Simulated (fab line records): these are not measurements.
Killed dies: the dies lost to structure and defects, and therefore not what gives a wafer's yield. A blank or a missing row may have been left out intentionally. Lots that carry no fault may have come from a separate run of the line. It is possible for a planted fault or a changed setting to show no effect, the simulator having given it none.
Problem report, 8D (eight disciplines) form, completed by code :: flow sky130 :: the parts of the form that need people (team, actions taken, sign-off) are left out

== 1. PROBLEM STATEMENT ==
At SKY_RES_PROTECT_STRIP_07, strip-time-to-endpoint-s averages 18.26 s over 9 wafers from 3 lots, while fault-free wafers read 23.31 s, standard deviation 0.04. That is -99 or more standard deviations from the usual mean.
The step: strips in O2/N2.
First observed at day 17 17:13: wafer L397.1, on plasma-asher-01. The record has a number at this step for 33 wafers belonging to 11 lots. Rule for "out", or "out of limits": more than 4 standard deviations from the usual mean. The rest of the wafers with a number are treated as sound.

== 2. WHAT IT IS; WHAT IT IS NOT ==
question: which readings at this step
is: strip-time-to-endpoint-s, oes-product-au
is not: drypump-motor-current-A, o2-flow-sccm

question: which lots
is: L397, L398, L399
is not: L392, L393, L394, L405, L407, L408, L409, L413

question: which wafers of those lots
is: all that have a number
is not: -

question: read on which tools
is: plasma-asher-01, plasma-asher-02
is not: plasma-asher-04

question: when
is: from day 17 17:13
is not: up to then (9 sound wafers); but 15 sound wafers of L405, L407, L408, L409, L413 came after

== 3. THE SUSPECTS, EACH WITH WHAT RULES IT OUT ==
Counting: a tool stays on the suspect list if, at a process step up to the reading, it processed all lots that are out and no sound lot following the first of them.
- litho-track-03 at SKY_RES_PROTECT_COAT_02 (resist thk 1140 nm): ruled out as a lasting fault. Following L397 (day 17 01:52), the first lot on it that is out, the sound lots L407, L408, L409 were run on it.
Left after counting: nothing in the record.

== 4. THE CAUSE (what the simulator had put in) ==
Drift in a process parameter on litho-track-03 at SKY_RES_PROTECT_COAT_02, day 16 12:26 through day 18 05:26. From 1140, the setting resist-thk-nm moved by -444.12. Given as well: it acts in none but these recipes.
It was ruled out by counting, in error; the rule expects a fault to strike all lots run on its tool from its start on, and this fault did not.

== 5. THE EFFECT CHAIN, in route order ==
Rows list readings where the struck wafers' mean (over those with a number) sits beyond 3 standard deviations from the usual. Readings are gone through only where the record gives a usual standard deviation; hours: the median, over the lots, of the time from a lot's start at the first step in this table giving one to that lot's start at this step; sigmas: the change measured in usual standard deviations.
hours: 0
step: SKY_RES_PROTECT_STRIP_07
reading: oes-product-au
usual: 0.518 a.u.
on struck wafers: 0.458
change: -0.060
sigmas: -12

hours: 0
step: SKY_RES_PROTECT_STRIP_07
reading: strip-time-to-endpoint-s
usual: 23.31 s
on struck wafers: 18.26
change: -5.05
sigmas: -99 or more
Its process steps:
- SKY_RES_PROTECT_STRIP_07: strips in O2/N2.

== 6. WHAT WOULD HAVE CAUGHT IT SOONER ==
In this record the first reading out of limits was taken at day 17 17:13, 29 hours after the fault began at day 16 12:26.
Of the tool readings at SKY_RES_PROTECT_COAT_02 for which the record gives a usual standard deviation, none was out on any struck wafer, so an alarm limit of 4 standard deviations on them would not have fired.
